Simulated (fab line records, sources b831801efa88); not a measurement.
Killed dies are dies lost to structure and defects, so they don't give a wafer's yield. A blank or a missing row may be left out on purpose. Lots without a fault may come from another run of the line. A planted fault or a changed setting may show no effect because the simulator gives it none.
Which tool did it? | flow sfq_line | 14 lots, 42 wafers sampled, at 4 steps of a route of 325

WHAT THE GAUGES READ, wafer by wafer
SFQ_R5_OVL_MEAS_935. Usual: R5_OVL 3 nm, standard deviation 5.7.
lot  | measured     | on         | R5_OVL (nm) | flag
L384 | day 53 11:07 | overlay-01 | 9 15 15     |
L385 | day 53 18:19 | overlay-01 | -4 -3 -7    |
L386 | day 54 01:31 | overlay-01 | 0 2 -1      |
L388 | day 54 20:51 | overlay-02 | -1 -1 6     |
L389 | day 55 00:32 | overlay-01 | -3 1 1      |
L393 | day 57 01:55 | overlay-02 | 3 4 5       |
L394 | day 57 11:31 | overlay-01 | 0 -1 6      |
L395 | day 62 19:20 | overlay-01 | 10 12 10    |
L400 | day 64 07:39 | overlay-01 | 3 6 4       |
L401 | day 64 17:10 | overlay-01 | -8 -4 -9    |
L402 | day 65 14:47 | overlay-01 | 0 -2 2      |
L403 | day 65 19:35 | overlay-02 | 5 8 11      |
L404 | day 65 20:46 | overlay-02 | 1 5 2       |
L406 | day 66 06:22 | overlay-01 | 1 -2 6      |

SFQ_I7_BOW_MEAS_946. Usual: I7_BOW 11 um, standard deviation 12.
lot  | measured     | on            | I7_BOW (um) | flag
L384 | day 67 16:26 | film_metro-01 | 20 19 16    |
L385 | day 67 19:28 | film_metro-01 | 19 22 29    |
L386 | day 67 22:26 | film_metro-03 | 8 8 3       |
L388 | day 68 07:29 | film_metro-01 | 19 19 14    |
L389 | day 68 10:07 | film_metro-03 | 17 13 13    |
L393 | day 69 15:00 | film_metro-01 | -12 -25 -2  |
L394 | day 69 16:48 | film_metro-03 | 20 11 3     |
L395 | day 70 00:06 | film_metro-01 | 3 4 2       |
L400 | day 70 17:40 | film_metro-03 | 29 25 25    |
L401 | day 70 20:37 | film_metro-01 | -9 -4 5     |
L402 | day 71 01:19 | film_metro-03 | 22 16 25    |
L403 | day 71 08:31 | film_metro-03 | 3 2 24      |
L404 | day 71 13:35 | film_metro-03 | 17 14 6     |
L406 | day 71 18:07 | film_metro-01 | 31 18 17    |

WHICH TOOL RAN EACH LOT (tool, then ch and the chambers of the sampled wafers, then the start)
lot  | SFQ_TRILAYER_M2_ETCH_METAL_ETCH_060 | SFQ_TRILAYER_M5_STRIP_STRIP_127
L384 | rie_metal-02 ch 0,1, day 18 02:32   | rie_metal-03 ch 0,1, day 45 21:45
L385 | rie_metal-04 ch 1, day 18 09:44     | rie_metal-01 ch 1, day 46 05:25
L386 | rie_metal-04 ch 1, day 18 21:41     | rie_metal-03 ch 0,1, day 46 20:52
L388 | rie_metal-02 ch 0,1, day 19 21:40   | rie_metal-02 ch 0,1, day 48 06:40
L389 | rie_metal-02 ch 0,1, day 20 03:11   | rie_metal-01 ch 0,1, day 48 23:46
L393 | rie_metal-02 ch 0,1, day 21 10:28   | rie_metal-02 ch 0,1, day 56 14:21
L394 | rie_metal-02 ch 0,1, day 21 13:59   | rie_metal-01 ch 0,1, day 56 23:30
L395 | rie_metal-02 ch 0,1, day 21 22:23   | rie_metal-02 ch 0,1, day 57 03:06
L400 | rie_metal-03 ch 0, day 23 18:27     | rie_metal-02 ch 0,1, day 59 08:23
L401 | rie_metal-04 ch 0, day 24 00:19     | rie_metal-03 ch 1, day 59 18:02
L402 | rie_metal-04 ch 0,1, day 24 09:55   | rie_metal-02 ch 0,1, day 60 21:39
L403 | rie_metal-03 ch 0,1, day 24 19:31   | rie_metal-01 ch 0, day 61 03:44
L404 | rie_metal-03 ch 0,1, day 25 05:07   | rie_metal-03 ch 0,1, day 61 04:51
L406 | rie_metal-04 ch 0,1, day 25 20:37   | rie_metal-02 ch 0,1, day 61 15:46
- SFQ_TRILAYER_M2_ETCH_METAL_ETCH_060: etches Nb in Cl2/Ar, stops on SiO2, target depth 240 nm, time 120 s.
- SFQ_TRILAYER_M5_STRIP_STRIP_127: strips in O2.

WHAT THE TOOLS THEMSELVES READ (means of the sampled wafers that have a number; where no wafer has one, the mark that the record gives instead)
SFQ_TRILAYER_M2_ETCH_METAL_ETCH_060. Usual: drypump_motor_current_A 5.4 A, standard deviation 0.4; he_backside_leak_sccm 3.43 sccm, standard deviation 0.21; oes_product_au 0.892 a.u., standard deviation 0.0078; run_length_s 148.33 s, standard deviation 0.27.
lot  | tool         | drypump_motor_current_A (A) | he_backside_leak_sccm (sccm) | oes_product_au (a.u.) | run_length_s (s) | flag
L384 | rie_metal-02 | 5.9                         | 3.35                         | 0.890                 | 147.90           |
L385 | rie_metal-04 | 4.9                         | 3.48                         | 0.890                 | 148.36           |
L386 | rie_metal-04 | 4.9                         | 3.41                         | 0.902                 | 148.52           |
L388 | rie_metal-02 | 5.8                         | 3.67                         | 0.891                 | 148.33           |
L389 | rie_metal-02 | 5.8                         | 3.33                         | 0.902                 | 148.28           |
L393 | rie_metal-02 | 5.9                         | 3.51                         | 0.888                 | 148.31           |
L394 | rie_metal-02 | 5.8                         | 3.66                         | 1.001                 | 122.91           | OFF
L395 | rie_metal-02 | 5.9                         | 3.37                         | 1.004                 | 123.03           | OFF
L400 | rie_metal-03 | 5.3                         | 3.51                         | 0.894                 | 148.42           |
L401 | rie_metal-04 | 5.1                         | 3.16                         | 0.880                 | 148.38           |
L402 | rie_metal-04 | 5.0                         | 3.31                         | 0.898                 | 148.68           |
L403 | rie_metal-03 | 5.4                         | 3.55                         | 0.878                 | 148.19           |
L404 | rie_metal-03 | 5.3                         | 3.40                         | 0.882                 | 148.26           |
L406 | rie_metal-04 | 5.0                         | 3.16                         | 0.887                 | 148.31           |

SFQ_TRILAYER_M5_STRIP_STRIP_127. Usual: drypump_motor_current_A 5.5 A, standard deviation 0.3; he_backside_leak_sccm 3.6 sccm, standard deviation 0.4; oes_product_au 1.012 a.u., standard deviation 0.01.
lot  | tool         | drypump_motor_current_A (A) | he_backside_leak_sccm (sccm) | oes_product_au (a.u.) | flag
L384 | rie_metal-03 | 5.3                         | 3.6                          | 1.002                 |
L385 | rie_metal-01 | 5.2                         | 3.7                          | 1.031                 |
L386 | rie_metal-03 | 5.3                         | 3.6                          | 1.003                 |
L388 | rie_metal-02 | 5.8                         | 3.7                          | 1.015                 |
L389 | rie_metal-01 | 5.2                         | 3.6                          | 1.025                 |
L393 | rie_metal-02 | 5.8                         | 3.5                          | 1.011                 |
L394 | rie_metal-01 | 5.1                         | 3.4                          | 1.012                 |
L395 | rie_metal-02 | 5.8                         | 3.5                          | 1.010                 |
L400 | rie_metal-02 | 5.8                         | 3.7                          | 1.012                 |
L401 | rie_metal-03 | 5.4                         | 3.6                          | 1.014                 |
L402 | rie_metal-02 | 5.8                         | 3.7                          | 1.014                 |
L403 | rie_metal-01 | 5.1                         | 3.2                          | 1.014                 |
L404 | rie_metal-03 | 5.4                         | 3.7                          | 1.002                 |
L406 | rie_metal-02 | 5.8                         | 4.3                          | 1.017                 |

THE ANSWER, worked out from the rows above alone
Rule: a lot is off if the mean of its wafers that have a number lies more than 3 standard deviations from the usual mean. A lot without any number at a reading at which 4 lots or more have one is off too. The other lots that the step has rows for count as sound. The gauges are gone through in route order, then the tools' own readings, and for those a lot's mean is taken as printed above. The first step at which some lot is off is used, and at that step the reading that is off furthest; a lot without a number counts as furthest.
Off: L394, L395, at SFQ_TRILAYER_M2_ETCH_METAL_ETCH_060 (run_length_s).
A tool fits if, at that step or a process step before it, it ran every lot that is off, and no sound lot after the first of them. One fits: rie_metal-02 at SFQ_TRILAYER_M2_ETCH_METAL_ETCH_060. Its last sound lot is L393 (day 21 10:28), its first lot that is off L394 (day 21 13:59): a fault that began between those two fits.
The tool's own readings at SFQ_TRILAYER_M2_ETCH_METAL_ETCH_060 bear it out: on the lots that are off they differ by more than 5 times the standard deviation of the sound lots' means. oes_product_au reads 1.002 a.u. there against 0.890 a.u. on the sound lots; run_length_s reads 122.97 s there against 148.33 s on the sound lots.

WHAT THE SIMULATOR HAD PUT IN
Process parameter drift: rie_metal-02, from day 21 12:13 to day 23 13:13, at SFQ_TRILAYER_M2_ETCH_METAL_ETCH_060. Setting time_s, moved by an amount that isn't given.
Lots struck among those shown: L394, L395. The rule above found the same.
